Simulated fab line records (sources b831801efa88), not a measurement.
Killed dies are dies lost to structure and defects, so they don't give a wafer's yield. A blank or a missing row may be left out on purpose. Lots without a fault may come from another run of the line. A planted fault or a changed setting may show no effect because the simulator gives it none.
What tool caused it? :: flow gf180mcu :: 11 lots with 33 wafers sampled at 5 steps, on a route of 602 steps

== WHAT THE GAUGES READ, wafer by wafer ==
The record lacks any reading of a measuring or inspecting step that a usual standard deviation could be used to judge.

== TOOL THAT RAN EACH LOT (tool first, then ch and the chambers of the sampled wafers, then the start) ==
lot: L549
GF_STI_ETCH_13: rieDiel-03 ch 1,2, day 2 16:53
GF_STI_STRIP_15: plasmaAsher-02 ch 0,1, day 2 17:02
GF_STI_CMP_25: cmp-02 ch 0,1, day 2 19:46
GF_PSD_STRIP_10: plasmaAsher-03 ch 0,1, day 15 01:52
GF_PSD_RTA_13: rtpAnneal-01 ch 0, day 15 02:04

lot: L550
GF_STI_ETCH_13: rieDiel-03 ch 1,2, day 2 22:41
GF_STI_STRIP_15: plasmaAsher-01 ch 0,1, day 2 22:50
GF_STI_CMP_25: cmp-02 ch 0,1,2, day 3 00:47
GF_PSD_STRIP_10: plasmaAsher-01 ch 0,1, day 15 12:07
GF_PSD_RTA_13: rtpAnneal-01 ch 0, day 15 12:20

lot: L552
GF_STI_ETCH_13: rieDiel-02 ch 0,2,3, day 3 10:32
GF_STI_STRIP_15: plasmaAsher-01 ch 0,1, day 3 10:43
GF_STI_CMP_25: cmp-02 ch 0,1, day 3 12:32
GF_PSD_STRIP_10: plasmaAsher-03 ch 0,1, day 16 11:13
GF_PSD_RTA_13: rtpAnneal-02 ch 0, day 16 11:26

lot: L558
GF_STI_ETCH_13: rieDiel-01 ch 0,3, day 4 15:02
GF_STI_STRIP_15: plasmaAsher-01 ch 0,1, day 4 15:13
GF_STI_CMP_25: cmp-01 ch 0,1,3, day 4 17:07
GF_PSD_STRIP_10: plasmaAsher-04 ch 0,1, day 18 05:29
GF_PSD_RTA_13: rtpAnneal-02 ch 0, day 18 05:42

lot: L559
GF_STI_ETCH_13: rieDiel-03 ch 0,2,3, day 4 22:29
GF_STI_STRIP_15: plasmaAsher-01 ch 0,1, day 4 22:38
GF_STI_CMP_25: cmp-01 ch 0,2,3, day 5 00:32
GF_PSD_STRIP_10: plasmaAsher-01 ch 0,1, day 18 21:58
GF_PSD_RTA_13: rtpAnneal-02 ch 0, day 18 22:10

lot: L563
GF_STI_ETCH_13: rieDiel-02 ch 1,2,3, day 5 17:02
GF_STI_STRIP_15: plasmaAsher-03 ch 0,1, day 5 17:13
GF_STI_CMP_25: cmp-02 ch 1,2,3, day 5 19:29
GF_PSD_STRIP_10: plasmaAsher-03 ch 0,1, day 19 23:20
GF_PSD_RTA_13: rtpAnneal-01 ch 0, day 19 23:33

lot: L565
GF_STI_ETCH_13: rieDiel-01 ch 1,3, day 6 03:05
GF_STI_STRIP_15: plasmaAsher-01 ch 0,1, day 6 03:14
GF_STI_CMP_25: cmp-02 ch 1,2,3, day 6 05:33
GF_PSD_STRIP_10: plasmaAsher-04 ch 0, day 20 13:40
GF_PSD_RTA_13: rtpAnneal-02 ch 0, day 20 13:53

lot: L566
GF_STI_ETCH_13: rieDiel-02 ch 0,1,2, day 6 08:32
GF_STI_STRIP_15: plasmaAsher-03 ch 0,1, day 6 08:41
GF_STI_CMP_25: cmp-01 ch 1,2,3, day 6 10:50
GF_PSD_STRIP_10: plasmaAsher-03 ch 0,1, day 20 20:49
GF_PSD_RTA_13: rtpAnneal-01 ch 0, day 20 21:02

lot: L567
GF_STI_ETCH_13: rieDiel-01 ch 0,1,3, day 6 13:23
GF_STI_STRIP_15: plasmaAsher-03 ch 0,1, day 6 13:32
GF_STI_CMP_25: cmp-02 ch 0,1,2, day 6 15:20
GF_PSD_STRIP_10: plasmaAsher-04 ch 0,1, day 21 05:58
GF_PSD_RTA_13: rtpAnneal-02 ch 0, day 21 06:10

lot: L568
GF_STI_ETCH_13: rieDiel-01 ch 0,2, day 6 18:26
GF_STI_STRIP_15: plasmaAsher-01 ch 0,1, day 6 18:35
GF_STI_CMP_25: cmp-02 ch 0,1,2, day 6 20:25
GF_PSD_STRIP_10: plasmaAsher-01 ch 0,1, day 21 17:58
GF_PSD_RTA_13: rtpAnneal-02 ch 0, day 21 18:10

lot: L569
GF_STI_ETCH_13: rieDiel-01 ch 2,3, day 7 00:26
GF_STI_STRIP_15: plasmaAsher-01 ch 0,1, day 7 00:35
GF_STI_CMP_25: cmp-01 ch 0,2,3, day 7 05:07
GF_PSD_STRIP_10: plasmaAsher-03 ch 0,1, day 22 08:58
GF_PSD_RTA_13: rtpAnneal-02 ch 0, day 22 09:11
- GF_STI_ETCH_13: etches the open film in CHF3/O2, stops on Si, target depth 282.31 nm, time 112.9 s.
- GF_STI_STRIP_15: strips in O2/N2.
- GF_STI_CMP_25: polishes, stops on Si3N4, t overpolish 33 s, target thk 524.6 nm.
- GF_PSD_STRIP_10: strips in O2/N2.
- GF_PSD_RTA_13: time 20 s.

== WHAT THE TOOLS THEMSELVES READ (means of the sampled wafers that have a number; where no wafer has one, the mark that the record gives instead) ==
GF_STI_ETCH_13.
lot: L549
tool: rieDiel-03
chamberPressureMTorr (mTorr): 39.99
drypumpMotorCurrentA (A): 5.3
oesProductAu (a.u.): 0.827
throttleValvePct (%): 8.800

lot: L550
tool: rieDiel-03
chamberPressureMTorr (mTorr): 39.97
drypumpMotorCurrentA (A): 5.3
oesProductAu (a.u.): 0.841
throttleValvePct (%): 8.811

lot: L552
tool: rieDiel-02
chamberPressureMTorr (mTorr): 40.02
drypumpMotorCurrentA (A): 5.6
oesProductAu (a.u.): 0.835
throttleValvePct (%): 8.816

lot: L558
tool: rieDiel-01
chamberPressureMTorr (mTorr): 39.98
drypumpMotorCurrentA (A): 6.2
oesProductAu (a.u.): 0.830
throttleValvePct (%): 8.802

lot: L559
tool: rieDiel-03
chamberPressureMTorr (mTorr): 40.02
drypumpMotorCurrentA (A): 6.0
oesProductAu (a.u.): 0.826
throttleValvePct (%): 8.815

lot: L563
tool: rieDiel-02
chamberPressureMTorr (mTorr): 40.00
drypumpMotorCurrentA (A): 5.6
oesProductAu (a.u.): 0.834
throttleValvePct (%): 8.811

lot: L565
tool: rieDiel-01
chamberPressureMTorr (mTorr): 40.02
drypumpMotorCurrentA (A): 5.6
oesProductAu (a.u.): 0.824
throttleValvePct (%): 8.809

lot: L566
tool: rieDiel-02
chamberPressureMTorr (mTorr): 40.00
drypumpMotorCurrentA (A): 5.4
oesProductAu (a.u.): 0.826
throttleValvePct (%): 8.806

lot: L567
tool: rieDiel-01
chamberPressureMTorr (mTorr): 39.99
drypumpMotorCurrentA (A): 5.8
oesProductAu (a.u.): 0.848
throttleValvePct (%): 8.805

lot: L568
tool: rieDiel-01
chamberPressureMTorr (mTorr): 40.00
drypumpMotorCurrentA (A): 5.7
oesProductAu (a.u.): 0.834
throttleValvePct (%): 8.807

lot: L569
tool: rieDiel-01
chamberPressureMTorr (mTorr): 40.01
drypumpMotorCurrentA (A): 5.6
oesProductAu (a.u.): 0.837
throttleValvePct (%): 8.809

GF_STI_STRIP_15.
lot: L549
tool: plasmaAsher-02
chamberPressureMTorr (mTorr): 1499.2
drypumpMotorCurrentA (A): 5.7
heaterPowerW (W): 330
n2FlowSccm (sccm): 300.4
oesProductAu (a.u.): 0.383
stripTimeToEndpointS (s): 3.80

lot: L550
tool: plasmaAsher-01
chamberPressureMTorr (mTorr): 1500.4
drypumpMotorCurrentA (A): 5.6
heaterPowerW (W): 344
n2FlowSccm (sccm): 300.7
oesProductAu (a.u.): 0.386
stripTimeToEndpointS (s): 3.79

lot: L552
tool: plasmaAsher-01
chamberPressureMTorr (mTorr): 1500.9
drypumpMotorCurrentA (A): 5.8
heaterPowerW (W): 324
n2FlowSccm (sccm): 299.9
oesProductAu (a.u.): 0.385
stripTimeToEndpointS (s): 3.81

lot: L558
tool: plasmaAsher-01
chamberPressureMTorr (mTorr): 1499.4
drypumpMotorCurrentA (A): 5.8
heaterPowerW (W): 318
n2FlowSccm (sccm): 300.2
oesProductAu (a.u.): 0.386
stripTimeToEndpointS (s): 3.79

lot: L559
tool: plasmaAsher-01
chamberPressureMTorr (mTorr): 1500.5
drypumpMotorCurrentA (A): 5.8
heaterPowerW (W): 315
n2FlowSccm (sccm): 299.2
oesProductAu (a.u.): 0.374
stripTimeToEndpointS (s): 3.67

lot: L563
tool: plasmaAsher-03
chamberPressureMTorr (mTorr): 1500.1
drypumpMotorCurrentA (A): 6.2
heaterPowerW (W): 320
n2FlowSccm (sccm): 300.8
oesProductAu (a.u.): 0.384
stripTimeToEndpointS (s): 3.78

lot: L565
tool: plasmaAsher-01
chamberPressureMTorr (mTorr): 1499.7
drypumpMotorCurrentA (A): 5.6
heaterPowerW (W): 350
n2FlowSccm (sccm): 299.8
oesProductAu (a.u.): 0.385
stripTimeToEndpointS (s): 3.76

lot: L566
tool: plasmaAsher-03
chamberPressureMTorr (mTorr): 1501.5
drypumpMotorCurrentA (A): 6.2
heaterPowerW (W): 327
n2FlowSccm (sccm): 299.0
oesProductAu (a.u.): 0.391
stripTimeToEndpointS (s): 3.81

lot: L567
tool: plasmaAsher-03
chamberPressureMTorr (mTorr): 1499.8
drypumpMotorCurrentA (A): 6.2
heaterPowerW (W): 328
n2FlowSccm (sccm): 299.9
oesProductAu (a.u.): 0.389
stripTimeToEndpointS (s): 3.80

lot: L568
tool: plasmaAsher-01
chamberPressureMTorr (mTorr): 1500.5
drypumpMotorCurrentA (A): 5.6
heaterPowerW (W): 348
n2FlowSccm (sccm): 299.4
oesProductAu (a.u.): 0.393
stripTimeToEndpointS (s): 3.82

lot: L569
tool: plasmaAsher-01
chamberPressureMTorr (mTorr): 1500.0
drypumpMotorCurrentA (A): 5.8
heaterPowerW (W): 324
n2FlowSccm (sccm): 299.7
oesProductAu (a.u.): 0.386
stripTimeToEndpointS (s): 3.76

GF_STI_CMP_25.
lot: L549
tool: cmp-02
motorCurrentA (A): 11.8
overpolishRunS (s): 33.000
platenRpm (rpm): 59.99
timeToEndpointS (s): 127

lot: L550
tool: cmp-02
motorCurrentA (A): 11.6
overpolishRunS (s): 33.003
platenRpm (rpm): 59.99
timeToEndpointS (s): 131

lot: L552
tool: cmp-02
motorCurrentA (A): 12.1
overpolishRunS (s): 32.996
platenRpm (rpm): 60.00
timeToEndpointS (s): 128

lot: L558
tool: cmp-01
motorCurrentA (A): 11.9
overpolishRunS (s): 33.001
platenRpm (rpm): 60.01
timeToEndpointS (s): 121

lot: L559
tool: cmp-01
motorCurrentA (A): 12.9
overpolishRunS (s): 32.992
platenRpm (rpm): 59.99
timeToEndpointS (s): 120

lot: L563
tool: cmp-02
motorCurrentA (A): 11.5
overpolishRunS (s): 32.994
platenRpm (rpm): 59.98
timeToEndpointS (s): 116

lot: L565
tool: cmp-02
motorCurrentA (A): 11.5
overpolishRunS (s): 32.999
platenRpm (rpm): 59.99
timeToEndpointS (s): 119

lot: L566
tool: cmp-01
motorCurrentA (A): 12.3
overpolishRunS (s): 33.012
platenRpm (rpm): 60.01
timeToEndpointS (s): 125

lot: L567
tool: cmp-02
motorCurrentA (A): 11.1
overpolishRunS (s): 32.998
platenRpm (rpm): 60.01
timeToEndpointS (s): 117

lot: L568
tool: cmp-02
motorCurrentA (A): 11.4
overpolishRunS (s): 33.001
platenRpm (rpm): 60.02
timeToEndpointS (s): 119

lot: L569
tool: cmp-01
motorCurrentA (A): 13.1
overpolishRunS (s): 32.991
platenRpm (rpm): 60.02
timeToEndpointS (s): 119

GF_PSD_STRIP_10.
lot: L549
tool: plasmaAsher-03
chamberPressureMTorr (mTorr): 1499.7
drypumpMotorCurrentA (A): 6.0
heaterPowerW (W): 327
n2FlowSccm (sccm): 300.4
oesProductAu (a.u.): 0.592
stripTimeToEndpointS (s): 16.519

lot: L550
tool: plasmaAsher-01
chamberPressureMTorr (mTorr): 1500.7
drypumpMotorCurrentA (A): 5.8
heaterPowerW (W): 325
n2FlowSccm (sccm): 300.8
oesProductAu (a.u.): 0.594
stripTimeToEndpointS (s): 16.539

lot: L552
tool: plasmaAsher-03
chamberPressureMTorr (mTorr): 1499.7
drypumpMotorCurrentA (A): 6.2
heaterPowerW (W): 325
n2FlowSccm (sccm): 300.0
oesProductAu (a.u.): 0.591
stripTimeToEndpointS (s): 16.504

lot: L558
tool: plasmaAsher-04
chamberPressureMTorr (mTorr): 1498.3
drypumpMotorCurrentA (A): 5.8
heaterPowerW (W): 334
n2FlowSccm (sccm): 299.4
oesProductAu (a.u.): 0.593
stripTimeToEndpointS (s): 16.538

lot: L559
tool: plasmaAsher-01
chamberPressureMTorr (mTorr): 1501.2
drypumpMotorCurrentA (A): 5.6
heaterPowerW (W): 350
n2FlowSccm (sccm): 299.9
oesProductAu (a.u.): 0.591
stripTimeToEndpointS (s): 16.486

lot: L563
tool: plasmaAsher-03
chamberPressureMTorr (mTorr): 1501.0
drypumpMotorCurrentA (A): 6.0
heaterPowerW (W): 333
n2FlowSccm (sccm): 300.5
oesProductAu (a.u.): 0.593
stripTimeToEndpointS (s): 16.503

lot: L565
tool: plasmaAsher-04
chamberPressureMTorr (mTorr): 1500.5
drypumpMotorCurrentA (A): 5.5
heaterPowerW (W): 311
n2FlowSccm (sccm): 300.6
oesProductAu (a.u.): 0.593
stripTimeToEndpointS (s): 16.547

lot: L566
tool: plasmaAsher-03
chamberPressureMTorr (mTorr): 1498.9
drypumpMotorCurrentA (A): 6.0
heaterPowerW (W): 331
n2FlowSccm (sccm): 301.5
oesProductAu (a.u.): 0.590
stripTimeToEndpointS (s): 16.516

lot: L567
tool: plasmaAsher-04
chamberPressureMTorr (mTorr): 1499.2
drypumpMotorCurrentA (A): 6.0
heaterPowerW (W): 363
n2FlowSccm (sccm): 300.5
oesProductAu (a.u.): 0.589
stripTimeToEndpointS (s): 16.511

lot: L568
tool: plasmaAsher-01
chamberPressureMTorr (mTorr): 1499.0
drypumpMotorCurrentA (A): 5.6
heaterPowerW (W): 347
n2FlowSccm (sccm): 300.1
oesProductAu (a.u.): 0.591
stripTimeToEndpointS (s): 16.504

lot: L569
tool: plasmaAsher-03
chamberPressureMTorr (mTorr): 1499.1
drypumpMotorCurrentA (A): 6.0
heaterPowerW (W): 330
n2FlowSccm (sccm): 300.0
oesProductAu (a.u.): 0.589
stripTimeToEndpointS (s): 16.512

GF_PSD_RTA_13.
lot: L549
tool: rtpAnneal-01
annealTempCMax: 1029.5
lampPowerPct (%): 33.7
wafer_temp_C_max: 1028.0

lot: L550
tool: rtpAnneal-01
annealTempCMax: 1028.5
lampPowerPct (%): 33.7
wafer_temp_C_max: 1030.2

lot: L552
tool: rtpAnneal-02
annealTempCMax: 1029.1
lampPowerPct (%): 34.6
wafer_temp_C_max: 1027.6

lot: L558
tool: rtpAnneal-02
annealTempCMax: 1028.6
lampPowerPct (%): 34.6
wafer_temp_C_max: 1028.0

lot: L559
tool: rtpAnneal-02
annealTempCMax: 1028.6
lampPowerPct (%): 34.6
wafer_temp_C_max: 1027.9

lot: L563
tool: rtpAnneal-01
annealTempCMax: 1029.4
lampPowerPct (%): 33.7
wafer_temp_C_max: 1029.2

lot: L565
tool: rtpAnneal-02
annealTempCMax: 1028.6
lampPowerPct (%): 34.6
wafer_temp_C_max: 1027.5

lot: L566
tool: rtpAnneal-01
annealTempCMax: 1029.3
lampPowerPct (%): 33.7
wafer_temp_C_max: 1029.3

lot: L567
tool: rtpAnneal-02
annealTempCMax: 1029.4
lampPowerPct (%): 34.6
wafer_temp_C_max: 1027.7

lot: L568
tool: rtpAnneal-02
annealTempCMax: 1028.8
lampPowerPct (%): 34.7
wafer_temp_C_max: 1027.2

lot: L569
tool: rtpAnneal-02
annealTempCMax: 1029.8
lampPowerPct (%): 34.6
wafer_temp_C_max: 1027.5

== THE ANSWER, worked out from the rows above alone ==
Rule: the lots themselves supply what counts as usual. The widest of any qualifying gaps counts: lots, ordered by their means at a reading, are off when they make up no more than a third of the lots, leave a main group of 4 or more, and stand apart from it by 3 or more times the standard deviation of that group's means. A main group whose means are all the same, to the digits that the tables above print for the reading, isn't used. A lot without any number at a reading at which 4 lots or more have one is off too. The other lots that the step has rows for count as sound. First the gauges in route order, then the tools' own readings, where a lot's mean is used as printed above. At the first step where some lot is off, the reading lying furthest off is the one used; lots without a number count as furthest.
Off, at GF_STI_STRIP_15 on stripTimeToEndpointS: L559. Mean 3.79 s and standard deviation 0.019 in the main group.
A tool fits if, at that step or a process step before it, it ran every lot that is off, and no sound lot after the first of them. One candidate fits, namely rieDiel-03 at GF_STI_ETCH_13. A fault onset in the window from L550 (day 2 22:41, its last sound lot) to L559 (day 4 22:29, its first lot off) fits.

== WHAT THE SIMULATOR HAD PUT IN ==
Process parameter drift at GF_STI_ETCH_13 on rieDiel-03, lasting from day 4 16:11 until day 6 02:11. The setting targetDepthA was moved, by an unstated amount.
Lots struck among those shown: L559. This agrees with what the rule above found.
